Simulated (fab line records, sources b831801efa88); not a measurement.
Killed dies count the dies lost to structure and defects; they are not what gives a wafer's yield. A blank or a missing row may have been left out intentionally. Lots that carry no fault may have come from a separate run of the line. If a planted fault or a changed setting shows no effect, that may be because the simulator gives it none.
fab line records | flow gf180mcu | part 1 of 2: steps 1 to 27 of 38
record lots=5 | wafers=15 | last-day=33
route steps=602 shown HV_LDD@210 NSD@235
lots with no fault: from the same line, run without faults
start-h: start of the lot's first displayed wafer, in hours after the record's first day | wait-h: how many hours have passed since the lot's step before this one | " unchanged from the row above | L1.1+2: a single row standing in for several wafers | - no value present, or no start provided | * or withheld: withheld | < > ~ a bound
route shown NAME@n: names a module that has steps shown in the file, with the first one's number in the route | usual: mean/standard deviation taken from wafers without a fault | same: alike in all rows | chamber/n: place in a boat | sites: readings site by site | _std_site: their standard deviation | _edge_site: outer sites' mean less inner sites' | radius-mm: for every site, how far away it sits from the centre of the wafer | mask NAME#n: copy n | behind: the tool/chamber that last shaped the wafer | hold: cause of the lot's hold/its duration in hours/its outcome | device: which transistor (n, p or np) failed to switch | end of line: the tests these same wafers got at the end of their route | a step given without rows: its recipe and nothing more | killed: not the wafer's yield, but the dies lost to structure and defects at the first sort | map: dies across one wafer; x = killed, . = not, _ = none there
set.NAME: the setting the step ran with; set.NAME@STEP: the setting that earlier step ran with | model.NAME: the simulator's own value behind a step, which no gauge read
certain route steps with their lots: each step a table, each wafer a row
services: when a tool's chamber went out of use (start-h, in hours from the record's first day, below 0 if earlier), for how many hours, and the reason
## steps
# step GF_HV_LDD_IMPLANT_34
# recipe species=P | energy-kev=60 | dose-cm2=7.5e+12 | tilt-deg=30 | rotation-deg=90
# usual dose-ions-cm2=7.5e+12/8.1e+09
lot.wafer | tool         | chamber | start-h | wait-h | dose-ions-cm2
L074.1    | implanter-03 | 0       | 257.76  | 0.1    | 7.492e+12
L074.3    | "            | 0       | "       | "      | 7.497e+12
L074.6    | "            | 0       | "       | "      | 7.505e+12
L080.1    | implanter-01 | 0       | 301.96  | 0.1    | 7.507e+12
L080.3    | "            | 0       | "       | "      | 7.5e+12
L080.4    | "            | 0       | "       | "      | 7.496e+12
L089.1    | implanter-04 | 0       | 368.41  | 0.1    | 7.494e+12
L089.2    | "            | 0       | "       | "      | 7.505e+12
L089.6    | "            | 0       | "       | "      | 7.494e+12
L090.1    | implanter-04 | 0       | 374.06  | 0.1    | 7.481e+12
L090.2    | "            | 0       | "       | "      | 7.486e+12
L090.4    | "            | 0       | "       | "      | 7.497e+12
L094.2    | implanter-01 | 0       | 407.38  | 0.1    | 7.497e+12
L094.4    | "            | 0       | "       | "      | 7.513e+12
L094.5    | "            | 0       | "       | "      | 7.502e+12
# step GF_HV_LDD_IMPLANT_35
# recipe species=P | energy-kev=60 | dose-cm2=7.5e+12 | tilt-deg=30 | rotation-deg=180
# usual dose-ions-cm2=7.5e+12/8.4e+09
lot.wafer | tool         | chamber | start-h | wait-h | dose-ions-cm2
L074.1    | implanter-03 | 0       | 257.91  | 0.1    | 7.496e+12
L074.3    | "            | 0       | "       | "      | 7.502e+12
L074.6    | "            | 0       | "       | "      | 7.497e+12
L080.1    | implanter-01 | 0       | 302.11  | 0.1    | 7.498e+12
L080.3    | "            | 0       | "       | "      | 7.515e+12
L080.4    | "            | 0       | "       | "      | 7.508e+12
L089.1    | implanter-04 | 0       | 368.56  | 0.1    | 7.507e+12
L089.2    | "            | 0       | "       | "      | 7.506e+12
L089.6    | "            | 0       | "       | "      | 7.51e+12
L090.1    | implanter-04 | 0       | 374.21  | 0.1    | 7.493e+12
L090.2    | "            | 0       | "       | "      | 7.484e+12
L090.4    | "            | 0       | "       | "      | 7.492e+12
L094.2    | implanter-01 | 0       | 407.53  | 0.1    | 7.496e+12
L094.4    | "            | 0       | "       | "      | 7.513e+12
L094.5    | "            | 0       | "       | "      | 7.503e+12
# step GF_HV_LDD_IMPLANT_36
# recipe species=P | energy-kev=60 | dose-cm2=7.5e+12 | tilt-deg=30 | rotation-deg=270
# usual dose-ions-cm2=7.498e+12/9.2e+09
lot.wafer | tool         | chamber | start-h | wait-h | dose-ions-cm2
L074.1    | implanter-03 | 0       | 258.06  | 0.1    | 7.492e+12
L074.3    | "            | 0       | "       | "      | 7.502e+12
L074.6    | "            | 0       | "       | "      | 7.505e+12
L080.1    | implanter-01 | 0       | 302.26  | 0.1    | 7.513e+12
L080.3    | "            | 0       | "       | "      | 7.512e+12
L080.4    | "            | 0       | "       | "      | 7.497e+12
L089.1    | implanter-04 | 0       | 368.71  | 0.1    | 7.508e+12
L089.2    | "            | 0       | "       | "      | 7.496e+12
L089.6    | "            | 0       | "       | "      | 7.503e+12
L090.1    | implanter-04 | 0       | 374.36  | 0.1    | 7.498e+12
L090.2    | "            | 0       | "       | "      | 7.486e+12
L090.4    | "            | 0       | "       | "      | 7.479e+12
L094.2    | implanter-01 | 0       | 407.68  | 0.1    | 7.517e+12
L094.4    | "            | 0       | "       | "      | 7.508e+12
L094.5    | "            | 0       | "       | "      | 7.497e+12
# step GF_HV_LDD_STRIP_37
# recipe chemistry=O2/N2 | power-w=1400 | pressure-mtorr=1500 | platen-temp-c=250 | o2-flow-sccm=3000 | n2-flow-sccm=300 | overash-fraction=0.5
# usual drypump-motor-current-A=5.8/0.47 | heater-power-w=334/8.8 | oes-product-au=0.716/0.0047 | platen-temp-c=250.02/0.16 | strip-time-to-endpoint-s=12.64/0.04
lot.wafer | tool            | chamber | start-h | wait-h | drypump-motor-current-A | heater-power-w | oes-product-au | platen-temp-c | rf-hours-counter-h | strip-time-to-endpoint-s
L074.1    | plasma-asher-04 | 0       | 258.21  | 0.1    | 6.0                     | 331            | 0.714          | 250.38        | 15                 | 12.54
L074.3    | "               | 0       | "       | "      | 6.0                     | 322            | 0.717          | 250.21        | -                  | 12.59
L074.6    | "               | 1       | "       | "      | 6.6                     | 333            | 0.712          | 250.07        | -                  | 12.55
L080.1    | plasma-asher-01 | 0       | 302.41  | 0.1    | 5.5                     | 315            | 0.717          | 250.18        | 64                 | 12.62
L080.3    | "               | 1       | "       | "      | 5.4                     | 336            | 0.723          | 250.06        | -                  | 12.61
L080.4    | "               | 0       | "       | "      | 5.5                     | 322            | 0.712          | 250.20        | -                  | 12.61
L089.1    | plasma-asher-04 | 1       | 368.86  | 0.1    | 6.6                     | 336            | 0.718          | 249.93        | 27                 | 12.66
L089.2    | "               | 0       | "       | "      | 5.9                     | 325            | 0.722          | 250.00        | 27                 | 12.70
L089.6    | "               | 1       | "       | "      | 6.6                     | 330            | 0.712          | 250.01        | -                  | 12.73
L090.1    | plasma-asher-02 | 0       | 374.51  | 0.1    | 5.4                     | 353            | 0.719          | 249.98        | 59                 | 12.67
L090.2    | "               | 1       | "       | "      | 6.5                     | 343            | 0.715          | 249.99        | 59                 | 12.67
L090.4    | "               | 1       | "       | "      | 6.5                     | 343            | 0.718          | 249.90        | -                  | 12.71
L094.2    | plasma-asher-01 | 1       | 407.81  | 0.1    | 5.4                     | 336            | 0.711          | 250.20        | 74                 | 12.64
L094.4    | "               | 1       | "       | "      | 5.4                     | 344            | 0.710          | 250.10        | -                  | 12.69
L094.5    | "               | 1       | "       | "      | 5.4                     | 326            | 0.711          | 250.38        | -                  | 12.64
# step GF_HV_LDD_TW_MEAS_38
# usual HV_LDD_3_TW=1436/20
lot.wafer | tool          | chamber | start-h | wait-h | HV_LDD_3_TW
L074.1    | film-metro-01 | -       | 258.31  | 0.1    | 1421
L074.3    | "             | -       | "       | "      | 1419
L074.6    | "             | -       | "       | "      | 1427
L080.1    | film-metro-01 | -       | 302.51  | 0.1    | 1411
L080.3    | "             | -       | "       | "      | 1415
L080.4    | "             | -       | "       | "      | 1413
L089.1    | film-metro-04 | -       | 368.96  | 0.1    | 1460
L089.2    | "             | -       | "       | "      | 1464
L089.6    | "             | -       | "       | "      | 1468
L090.1    | film-metro-03 | -       | 374.61  | 0.1    | 1416
L090.2    | "             | -       | "       | "      | 1420
L090.4    | "             | -       | "       | "      | 1414
L094.2    | film-metro-04 | -       | 407.92  | 0.1    | 1463
L094.4    | "             | -       | "       | "      | 1459
L094.5    | "             | -       | "       | "      | 1468
# step GF_HV_LDD_DEHYDRATE_39
# recipe temp-c=200 | time-s=60
lot.wafer  | tool           | chamber | start-h | wait-h
L074.1+3+6 | litho-track-04 | 0       | 267.15  | 8.8
L080.1+3+4 | litho-track-04 | 0       | 312.05  | 9.5
L089.1+2+6 | litho-track-04 | 0       | 380.20  | 11.2
L090.1+2+4 | litho-track-03 | 0       | 385.36  | 10.7
L094.2+4+5 | litho-track-02 | 0       | 419.03  | 11.1
# step GF_HV_LDD_HMDS_40
# recipe prime-time-s=60 | prime-temp-c=120
# usual prime-temp-c=120.04/0.12
lot.wafer | tool           | chamber | start-h | wait-h | prime-temp-c
L074.1    | litho-track-04 | 0       | 267.30  | 0.1    | 120.06
L074.3    | "              | 0       | "       | "      | 119.92
L074.6    | "              | 0       | "       | "      | 120.12
L080.1    | litho-track-04 | 0       | 312.20  | 0.1    | 120.07
L080.3    | "              | 0       | "       | "      | 119.98
L080.4    | "              | 0       | "       | "      | 120.11
L089.1    | litho-track-04 | 0       | 380.35  | 0.1    | 120.30
L089.2    | "              | 0       | "       | "      | 120.23
L089.6    | "              | 0       | "       | "      | 120.27
L090.1    | litho-track-03 | 0       | 385.51  | 0.1    | 120.23
L090.2    | "              | 0       | "       | "      | 120.13
L090.4    | "              | 0       | "       | "      | 120.01
L094.2    | litho-track-02 | 0       | 419.18  | 0.1    | 120.05
L094.4    | "              | 0       | "       | "      | 120.04
L094.5    | "              | 0       | "       | "      | 119.87
# step GF_HV_LDD_COAT_41
# recipe resist=NOVOLAK | spin-rpm=3000 | resist-thk-nm=1000
lot.wafer  | tool           | chamber | start-h | wait-h
L074.1+3+6 | litho-track-04 | 0       | 267.45  | 0.1
L080.1+3+4 | litho-track-04 | 0       | 312.35  | 0.1
L089.1+2+6 | litho-track-04 | 0       | 380.50  | 0.1
L090.1+2+4 | litho-track-03 | 0       | 385.66  | 0.1
L094.2+4+5 | litho-track-02 | 0       | 419.33  | 0.1
# step GF_HV_LDD_SOFTBAKE_42
# recipe temp-c=90 | time-s=60 | resist=NOVOLAK
lot.wafer  | tool           | chamber | start-h | wait-h
L074.1+3+6 | litho-track-04 | 0       | 267.60  | 0.1
L080.1+3+4 | litho-track-04 | 0       | 312.50  | 0.1
L089.1+2+6 | litho-track-04 | 0       | 380.65  | 0.1
L090.1+2+4 | litho-track-03 | 0       | 385.81  | 0.1
L094.2+4+5 | litho-track-02 | 0       | 419.48  | 0.1
# step GF_HV_LDD_EXPOSE_43
# recipe mask-id=Pplus_HV_AREA | target-cd-nm=400 | na=0.6 | source-shape=conventional | sigma-outer=0.6 | dose-mj=140
# usual reticle-temp-C=23.02/0.1
# same sigma-outer=0.6
lot.wafer | tool             | chamber | start-h | wait-h | mask            | reticle-temp-C
L074.1    | iline-stepper-01 | 0       | -       | -      | Pplus_HV_AREA#0 | 23.11
L074.3    | "                | 0       | "       | "      | Pplus_HV_AREA#0 | 23.08
L074.6    | "                | 0       | "       | "      | Pplus_HV_AREA#0 | 23.09
L080.1    | iline-stepper-01 | 0       | -       | -      | Pplus_HV_AREA#0 | 23.15
L080.3    | "                | 0       | "       | "      | Pplus_HV_AREA#0 | 23.07
L080.4    | "                | 0       | "       | "      | Pplus_HV_AREA#0 | 23.05
L089.1    | iline-stepper-01 | 0       | -       | -      | Pplus_HV_AREA#0 | 22.79
L089.2    | "                | 0       | "       | "      | Pplus_HV_AREA#0 | 22.89
L089.6    | "                | 0       | "       | "      | Pplus_HV_AREA#0 | 23.09
L090.1    | iline-stepper-02 | 0       | -       | -      | Pplus_HV_AREA#0 | 23.04
L090.2    | "                | 0       | "       | "      | Pplus_HV_AREA#0 | 23.12
L090.4    | "                | 0       | "       | "      | Pplus_HV_AREA#0 | 22.94
L094.2    | iline-stepper-02 | 0       | -       | -      | Pplus_HV_AREA#0 | 23.11
L094.4    | "                | 0       | "       | "      | Pplus_HV_AREA#0 | 22.98
L094.5    | "                | 0       | "       | "      | Pplus_HV_AREA#0 | 23.10
# step GF_HV_LDD_PEB_44
# recipe temp-c=withheld | time-s=* | resist=NOVOLAK
lot.wafer  | tool           | chamber | start-h | wait-h
L074.1+3+6 | litho-track-04 | 0       | -       | -
L080.1+3+4 | litho-track-04 | 0       | -       | -
L089.1+2+6 | litho-track-03 | 0       | -       | -
L090.1+2+4 | litho-track-04 | 0       | -       | -
L094.2+4+5 | litho-track-04 | 0       | -       | -
# step GF_HV_LDD_DEVELOP_45
# recipe develop-time-s=60 | dev-temp-c=23.39
lot.wafer  | tool           | chamber | start-h | wait-h
L074.1+3+6 | litho-track-04 | 0       | 277.35  | 0.1
L080.1+3+4 | litho-track-04 | 0       | 322.45  | 0.1
L089.1+2+6 | litho-track-03 | 0       | 391.91  | 0.1
L090.1+2+4 | litho-track-04 | 0       | 396.90  | 0.1
L094.2+4+5 | litho-track-04 | 0       | 431.32  | 0.1
# step GF_HV_LDD_CD_MEAS_46
# recipe target-cd-nm=400
# usual cd-nm=398/3
lot.wafer | tool      | chamber | start-h | wait-h | cd-nm
L074.1    | cd-sem-01 | -       | 277.50  | 0.1    | 399
L074.3    | "         | -       | "       | "      | 399
L074.6    | "         | -       | "       | "      | 398
L080.1    | cd-sem-02 | -       | 322.60  | 0.1    | 399
L080.3    | "         | -       | "       | "      | 397
L080.4    | "         | -       | "       | "      | 398
L089.1    | cd-sem-01 | -       | 392.06  | 0.1    | 398
L089.2    | "         | -       | "       | "      | 399
L089.6    | "         | -       | "       | "      | 398
L090.1    | cd-sem-02 | -       | 397.05  | 0.1    | 396
L090.2    | "         | -       | "       | "      | 396
L090.4    | "         | -       | "       | "      | 398
L094.2    | cd-sem-02 | -       | 431.47  | 0.1    | 396
L094.4    | "         | -       | "       | "      | 396
L094.5    | "         | -       | "       | "      | 396
# step GF_HV_LDD_OVL_MEAS_47
# usual HV_LDD_03_OVL=-0.2/1.4
lot.wafer | tool       | chamber | start-h | wait-h | HV_LDD_03_OVL[nm]
L074.1    | overlay-01 | -       | 277.62  | 0.1    | -1.3
L074.3    | "          | -       | "       | "      | -2.3
L074.6    | "          | -       | "       | "      | 0.4
L080.1    | overlay-01 | -       | 322.72  | 0.1    | 2.9
L080.3    | "          | -       | "       | "      | 1.3
L080.4    | "          | -       | "       | "      | 0.9
L089.1    | overlay-01 | -       | 392.19  | 0.1    | -2.4
L089.2    | "          | -       | "       | "      | -0.7
L089.6    | "          | -       | "       | "      | -0.4
L090.1    | overlay-02 | -       | 397.17  | 0.1    | -1.1
L090.2    | "          | -       | "       | "      | -0.7
L090.4    | "          | -       | "       | "      | -2.4
L094.2    | overlay-02 | -       | 431.58  | 0.1    | 1.4
L094.4    | "          | -       | "       | "      | -0.5
L094.5    | "          | -       | "       | "      | 0.7
# step GF_HV_LDD_IMPLANT_48
# recipe species=B | energy-kev=25 | dose-cm2=3e+13 | tilt-deg=7
# usual dose-ions-cm2=3e+13/3.5e+10
lot.wafer | tool         | chamber | start-h | wait-h | dose-ions-cm2
L074.1    | implanter-03 | 0       | 277.66  | 0.0    | 3.001e+13
L074.3    | "            | 0       | "       | "      | 2.999e+13
L074.6    | "            | 0       | "       | "      | 2.991e+13
L080.1    | implanter-04 | 0       | 322.76  | 0.0    | 3.001e+13
L080.3    | "            | 0       | "       | "      | 3.003e+13
L080.4    | "            | 0       | "       | "      | 2.997e+13
L089.1    | implanter-01 | 0       | 392.22  | 0.0    | 2.994e+13
L089.2    | "            | 0       | "       | "      | 2.997e+13
L089.6    | "            | 0       | "       | "      | 2.994e+13
L090.1    | implanter-01 | 0       | 397.21  | 0.0    | 2.996e+13
L090.2    | "            | 0       | "       | "      | 2.998e+13
L090.4    | "            | 0       | "       | "      | 2.995e+13
L094.2    | implanter-01 | 0       | 431.63  | 0.0    | 3e+13
L094.4    | "            | 0       | "       | "      | 2.998e+13
L094.5    | "            | 0       | "       | "      | 3.001e+13
# step GF_HV_LDD_STRIP_49
# recipe chemistry=O2/N2 | power-w=1400 | pressure-mtorr=1500 | platen-temp-c=250 | o2-flow-sccm=3000 | n2-flow-sccm=300 | overash-fraction=0.5
# usual drypump-motor-current-A=5.9/0.48 | heater-power-w=336/9.7 | oes-product-au=0.716/0.0038 | platen-temp-c=250.00/0.17 | strip-time-to-endpoint-s=12.64/0.035
lot.wafer | tool            | chamber | start-h | wait-h | drypump-motor-current-A | heater-power-w | oes-product-au | platen-temp-c | rf-hours-counter-h | strip-time-to-endpoint-s
L074.1    | plasma-asher-01 | 1       | 277.81  | 0.1    | 5.4                     | 347            | 0.715          | 249.94        | 61                 | 12.61
L074.3    | "               | 1       | "       | "      | 5.4                     | 343            | 0.716          | 249.73        | -                  | 12.55
L074.6    | "               | 1       | "       | "      | 5.4                     | 332            | 0.709          | 250.21        | -                  | 12.56
L080.1    | plasma-asher-02 | 1       | 322.91  | 0.1    | 6.4                     | 337            | 0.715          | 249.69        | 54                 | 12.61
L080.3    | "               | 1       | "       | "      | 6.4                     | 339            | 0.717          | 249.86        | -                  | 12.63
L080.4    | "               | 0       | "       | "      | 5.3                     | 348            | 0.722          | 249.95        | -                  | 12.64
L089.1    | plasma-asher-04 | 0       | 392.37  | 0.1    | 6.0                     | 329            | 0.711          | 249.90        | 29                 | 12.62
L089.2    | "               | 1       | "       | "      | 6.6                     | 327            | 0.716          | 249.92        | 29                 | 12.67
L089.6    | "               | 1       | "       | "      | 6.6                     | 331            | 0.712          | 250.09        | -                  | 12.64
L090.1    | plasma-asher-02 | 0       | 397.36  | 0.1    | 5.4                     | 346            | 0.713          | 249.94        | 62                 | 12.62
L090.2    | "               | 1       | "       | "      | 6.4                     | 339            | 0.719          | 249.96        | 62                 | 12.65
L090.4    | "               | 1       | "       | "      | 6.3                     | 345            | 0.715          | 249.77        | -                  | 12.61
L094.2    | plasma-asher-04 | 0       | 431.76  | 0.1    | 6.0                     | 322            | 0.718          | 250.00        | 35                 | 12.66
L094.4    | "               | 1       | "       | "      | 6.6                     | 332            | 0.717          | 250.07        | -                  | 12.64
L094.5    | "               | 1       | "       | "      | 6.6                     | 330            | 0.715          | 250.40        | -                  | 12.64
# step GF_HV_LDD_TW_MEAS_50
# usual HV_LDD_4_TW=569/7.4
lot.wafer | tool          | chamber | start-h | wait-h | HV_LDD_4_TW
L074.1    | film-metro-03 | -       | 277.91  | 0.1    | 564
L074.3    | "             | -       | "       | "      | 563
L074.6    | "             | -       | "       | "      | 565
L080.1    | film-metro-04 | -       | 323.01  | 0.1    | 579
L080.3    | "             | -       | "       | "      | 579
L080.4    | "             | -       | "       | "      | 581
L089.1    | film-metro-01 | -       | 392.47  | 0.1    | 559
L089.2    | "             | -       | "       | "      | 562
L089.6    | "             | -       | "       | "      | 560
L090.1    | film-metro-04 | -       | 397.46  | 0.1    | 580
L090.2    | "             | -       | "       | "      | 579
L090.4    | "             | -       | "       | "      | 579
L094.2    | film-metro-03 | -       | 431.87  | 0.1    | 567
L094.4    | "             | -       | "       | "      | 563
L094.5    | "             | -       | "       | "      | 560
# step GF_HV_LDD_CLEAN_51
# recipe chemistry=SC1/SC2 | mix=1:4:20 | temp-c=70 | time-s=150 | dry=n2-spin
lot.wafer  | tool         | chamber | start-h | wait-h
L074.1+3+6 | wet-bench-01 | 1       | 277.97  | 0.1
L080.1+3+4 | wet-bench-04 | 2       | 323.07  | 0.1
L089.1+2+6 | wet-bench-03 | 1       | 392.53  | 0.1
L090.1+2+4 | wet-bench-03 | 3       | 397.52  | 0.1
L094.2+4+5 | wet-bench-03 | 2       | 431.92  | 0.0
# step GF_HV_LDD_RTA_52
# recipe temp-c=1000 | time-s=10 | ambient=N2
# usual lamp-power-pct=36.4/1.2 | wafer_temp_C_max=1004.9/1.8
lot.wafer | tool          | chamber | start-h | wait-h | lamp-power-pct | wafer_temp_C_max
L074.1    | rtp-anneal-01 | 0       | 278.02  | 0.0    | 37.5           | 1003.8
L074.3    | "             | 0       | "       | "      | 37.5           | 1005.1
L074.6    | "             | 0       | "       | "      | 37.5           | 1003.7
L080.1    | rtp-anneal-02 | 0       | 323.12  | 0.0    | 35.2           | 1005.7
L080.3    | "             | 0       | "       | "      | 35.2           | 1005.5
L080.4    | "             | 0       | "       | "      | 35.1           | 1007.2
L089.1    | rtp-anneal-02 | 0       | 392.58  | 0.0    | 35.1           | 1007.9
L089.2    | "             | 0       | "       | "      | 35.1           | 1007.7
L089.6    | "             | 0       | "       | "      | 35.1           | 1009.8
L090.1    | rtp-anneal-02 | 0       | 397.57  | 0.0    | 35.1           | 1007.4
L090.2    | "             | 0       | "       | "      | 35.2           | 1007.1
L090.4    | "             | 0       | "       | "      | 35.2           | 1008.8
L094.2    | rtp-anneal-01 | 0       | 431.98  | 0.0    | 37.4           | 1003.8
L094.4    | "             | 0       | "       | "      | 37.5           | 1002.3
L094.5    | "             | 0       | "       | "      | 37.5           | 1002.6
# step GF_HV_LDD_RS_MEAS_53
# recipe thk-meas-gauge=four-point-probe
# usual HV_LDD_RS=418.8/0.99
lot.wafer | tool          | chamber | start-h | wait-h | HV_LDD_RS[ohm/sq]
L074.1    | film-metro-03 | -       | 278.08  | 0.1    | 418.9
L074.3    | "             | -       | "       | "      | 418.4
L074.6    | "             | -       | "       | "      | 418.7
L080.1    | film-metro-03 | -       | 323.18  | 0.1    | 418.6
L080.3    | "             | -       | "       | "      | 417.4
L080.4    | "             | -       | "       | "      | 417.5
L089.1    | film-metro-04 | -       | 392.72  | 0.1    | 419.1
L089.2    | "             | -       | "       | "      | 418.8
L089.6    | "             | -       | "       | "      | 419.0
L090.1    | film-metro-01 | -       | 397.64  | 0.1    | 419.4
L090.2    | "             | -       | "       | "      | 419.5
L090.4    | "             | -       | "       | "      | 419.0
L094.2    | film-metro-01 | -       | 432.06  | 0.1    | 419.8
L094.4    | "             | -       | "       | "      | 420.3
L094.5    | "             | -       | "       | "      | 420.0
# step GF_HV_LDD_CVD_54
# recipe material=SiO2 | target-thk-nm=10 | precursor=TEOS | temp-c=680 | time-s=75 | pressure-mtorr=400
lot.wafer  | tool     | chamber | start-h | wait-h
L074.1+3+6 | lpcvd-02 | 1       | 278.20  | 0.1
L080.1+3+4 | lpcvd-02 | 0       | 323.30  | 0.1
L089.1+2+6 | lpcvd-01 | 1       | 393.56  | 0.8
L090.1+2+4 | lpcvd-02 | 0       | 397.76  | 0.1
L094.2+4+5 | lpcvd-02 | 0       | 432.16  | 0.1
# step GF_HV_LDD_THK_MEAS_55
# recipe reads=SiO2_of_HV_LDD_CVD_54
# usual HV_LDD_CVD_54_THK=9.98/0.13
lot.wafer | tool          | chamber | start-h | wait-h | HV_LDD_CVD_54_THK[nm]
L074.1    | film-metro-03 | -       | 279.23  | 0.0    | 9.95
L074.3    | "             | -       | "       | "      | 9.92
L074.6    | "             | -       | "       | "      | 10.07
L080.1    | film-metro-04 | -       | 324.32  | 0.0    | 9.99
L080.3    | "             | -       | "       | "      | 9.84
L080.4    | "             | -       | "       | "      | 9.94
L089.1    | film-metro-03 | -       | 394.58  | 0.0    | 9.99
L089.2    | "             | -       | "       | "      | 9.98
L089.6    | "             | -       | "       | "      | 9.93
L090.1    | film-metro-04 | -       | 398.78  | 0.0    | 10.04
L090.2    | "             | -       | "       | "      | 10.09
L090.4    | "             | -       | "       | "      | 10.02
L094.2    | film-metro-04 | -       | 433.19  | 0.0    | 9.82
L094.4    | "             | -       | "       | "      | 9.86
L094.5    | "             | -       | "       | "      | 9.80
# step GF_HV_LDD_CVD_56
# recipe material=Si3N4 | precursor=DCS/NH3 | target-thk-nm=90 | temp-c=770 | time-s=1543 | pressure-mtorr=250
lot.wafer  | tool     | chamber | start-h | wait-h
L074.1+3+6 | lpcvd-01 | 1       | 279.29  | 0.1
L080.1+3+4 | lpcvd-02 | 0       | 324.38  | 0.1
L089.1+2+6 | lpcvd-02 | 1       | 394.64  | 0.1
L090.1+2+4 | lpcvd-01 | 1       | 398.84  | 0.1
L094.2+4+5 | lpcvd-01 | 0       | 433.24  | 0.0
# step GF_HV_LDD_THK_MEAS_57
# recipe reads=Si3N4_of_HV_LDD_CVD_56
# usual HV_LDD_CVD_56_THK=90.4/0.93
lot.wafer | tool          | chamber | start-h | wait-h | HV_LDD_CVD_56_THK[nm]
L074.1    | film-metro-04 | -       | 280.71  | 0.0    | 90.2
L074.3    | "             | -       | "       | "      | 90.9
L074.6    | "             | -       | "       | "      | 90.8
L080.1    | film-metro-01 | -       | 325.81  | 0.0    | 90.7
L080.3    | "             | -       | "       | "      | 90.5
L080.4    | "             | -       | "       | "      | 90.1
L089.1    | film-metro-01 | -       | 396.07  | 0.0    | 89.2
L089.2    | "             | -       | "       | "      | 88.9
L089.6    | "             | -       | "       | "      | 88.5
L090.1    | film-metro-04 | -       | 400.27  | 0.0    | 90.9
L090.2    | "             | -       | "       | "      | 90.2
L090.4    | "             | -       | "       | "      | 90.5
L094.2    | film-metro-01 | -       | 434.68  | 0.0    | 90.3
L094.4    | "             | -       | "       | "      | 90.8
L094.5    | "             | -       | "       | "      | 91.0
# step GF_HV_LDD_ETCHBACK_58
# recipe chemistry=CH3F/O2 | target=Si3N4 | stop-on=SiO2 | source-w=400 | bias-w=80 | pressure-mtorr=25 | ch3f-flow-sccm=40 | O2_flow_sccm=30 | time-s=100 | target-depth-a=900
# usual drypump-motor-current-A=5.7/0.4 | oes-product-au=0.845/0.0064 | rf-fwd-power-W=397.5/1.3 | throttle-valve-pct=10.560/0.0082
lot.wafer | tool        | chamber | start-h | wait-h | drypump-motor-current-A | oes-product-au | rf-fwd-power-W | rf-hours-counter-h | throttle-valve-pct
L074.1    | rie-diel-02 | 1       | 280.77  | 0.1    | 6.1                     | 0.841          | 398.3          | 5                  | 10.558
L074.3    | "           | 2       | "       | "      | 5.4                     | 0.842          | 397.2          | 1                  | 10.570
L074.6    | "           | 2       | "       | "      | 5.4                     | 0.840          | 396.5          | -                  | 10.551
L080.1    | rie-diel-04 | 1       | 325.87  | 0.1    | 5.9                     | 0.841          | 399.1          | 119                | 10.550
L080.3    | "           | 2       | "       | "      | 5.4                     | 0.844          | 400.6          | 21                 | 10.561
L080.4    | "           | 0       | "       | "      | 4.9                     | 0.841          | 396.0          | 79                 | 10.566
L089.1    | rie-diel-01 | 3       | 396.13  | 0.1    | 5.7                     | 0.836          | 399.4          | 23                 | 10.560
L089.2    | "           | 0       | "       | "      | 5.7                     | 0.836          | 395.6          | 14                 | 10.555
L089.6    | "           | 3       | "       | "      | 5.7                     | 0.835          | 396.8          | -                  | 10.559
L090.1    | rie-diel-01 | 2       | 400.33  | 0.1    | 6.5                     | 0.852          | 396.4          | 94                 | 10.556
L090.2    | "           | 1       | "       | "      | 5.3                     | 0.848          | 398.4          | 19                 | 10.558
L090.4    | "           | 0       | "       | "      | 5.7                     | 0.845          | 398.8          | 14                 | 10.573
L094.2    | rie-diel-04 | 2       | 434.73  | 0.0    | 5.4                     | 0.830          | 397.4          | 24                 | 10.568
L094.4    | "           | 3       | "       | "      | 5.7                     | 0.844          | 397.7          | 25                 | 10.559
L094.5    | "           | 0       | "       | "      | 5.0                     | 0.849          | 395.2          | -                  | 10.554
# step GF_NSD_DEHYDRATE_00
# recipe temp-c=200 | time-s=60
lot.wafer  | tool           | chamber | start-h | wait-h
L074.1+3+6 | litho-track-01 | 0       | 289.79  | 9.0
L080.1+3+4 | litho-track-02 | 0       | 335.95  | 10.0
L089.1+2+6 | litho-track-03 | 0       | 407.76  | 11.6
L090.1+2+4 | litho-track-01 | 0       | 411.64  | 11.3
L094.2+4+5 | litho-track-01 | 0       | 446.21  | 11.5
# step GF_NSD_HMDS_01
# recipe prime-time-s=60 | prime-temp-c=120
# usual prime-temp-c=120.00/0.14
lot.wafer | tool           | chamber | start-h | wait-h | prime-temp-c
L074.1    | litho-track-01 | 0       | 289.94  | 0.1    | 119.91
L074.3    | "              | 0       | "       | "      | 119.73
L074.6    | "              | 0       | "       | "      | 119.85
L080.1    | litho-track-02 | 0       | 336.10  | 0.1    | 120.10
L080.3    | "              | 0       | "       | "      | 120.09
L080.4    | "              | 0       | "       | "      | 119.96
L089.1    | litho-track-03 | 0       | 407.91  | 0.1    | 120.04
L089.2    | "              | 0       | "       | "      | 120.00
L089.6    | "              | 0       | "       | "      | 120.10
L090.1    | litho-track-01 | 0       | 411.79  | 0.1    | 120.08
L090.2    | "              | 0       | "       | "      | 119.97
L090.4    | "              | 0       | "       | "      | 120.04
L094.2    | litho-track-01 | 0       | 446.36  | 0.1    | 120.05
L094.4    | "              | 0       | "       | "      | 120.11
L094.5    | "              | 0       | "       | "      | 119.99
